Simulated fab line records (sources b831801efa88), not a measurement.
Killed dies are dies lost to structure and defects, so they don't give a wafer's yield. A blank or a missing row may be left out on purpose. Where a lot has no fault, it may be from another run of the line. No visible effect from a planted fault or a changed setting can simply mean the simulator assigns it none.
Matching of chambers :: flow sky130 :: 4 sister chambers for SKY_CONTACT_CMP_27 on cmp-01
The step polishes, stops on SiO2, t overpolish 15 s, target thk 0 nm. 4 wafers are shown with their chamber, then 8 later ones without.

## EACH WAFER AND ITS CHAMBER
wafer: L548.2
chamber: 3
motor-current-A (A): 13.0

wafer: L554.5
chamber: 2
motor-current-A (A): 12.0

wafer: L554.6
chamber: 1
motor-current-A (A): 11.2

wafer: L557.2
chamber: 0
motor-current-A (A): 10.5

## WAFERS WHOSE CHAMBER IS MISSING
wafer: L557.3
motor-current-A (A): 12.1

wafer: L557.6
motor-current-A (A): 11.0

wafer: L558.3
motor-current-A (A): 11.2

wafer: L558.4
motor-current-A (A): 10.3

wafer: L558.5
motor-current-A (A): 13.1

wafer: L559.1
motor-current-A (A): 11.7

wafer: L559.3
motor-current-A (A): 10.3

wafer: L559.4
motor-current-A (A): 13.7

## THE CHAMBER EACH PASSED THROUGH
wafer: L557.3
from the rows above: 2
in truth: 2

wafer: L557.6
from the rows above: can't be placed: 1 or 0
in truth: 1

wafer: L558.3
from the rows above: 1
in truth: 1

wafer: L558.4
from the rows above: 0
in truth: 0

wafer: L558.5
from the rows above: 3
in truth: 3

wafer: L559.1
from the rows above: can't be placed: 2 or 1
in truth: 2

wafer: L559.3
from the rows above: 0
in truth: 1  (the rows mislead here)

wafer: L559.4
from the rows above: 3
in truth: 3
Placed correctly: 5 of 8. Not placeable from these rows: 2 (in 2, the candidates include the true chamber). Number placed wrongly: 1.
How it was worked out, from the rows above alone: a wafer's distance from a chamber is the root of the sum, over the readings, of the square of ((its reading less the chamber's mean) divided by the reading's scatter). The wafer belongs to the nearest chamber; if the next one is less than 2 further off, it can't be placed. Each chamber's mean is taken over the wafers shown for it. The scatter: with one shown wafer a chamber, the root of the mean of the squares of how far each hidden wafer lies from its nearest shown one.
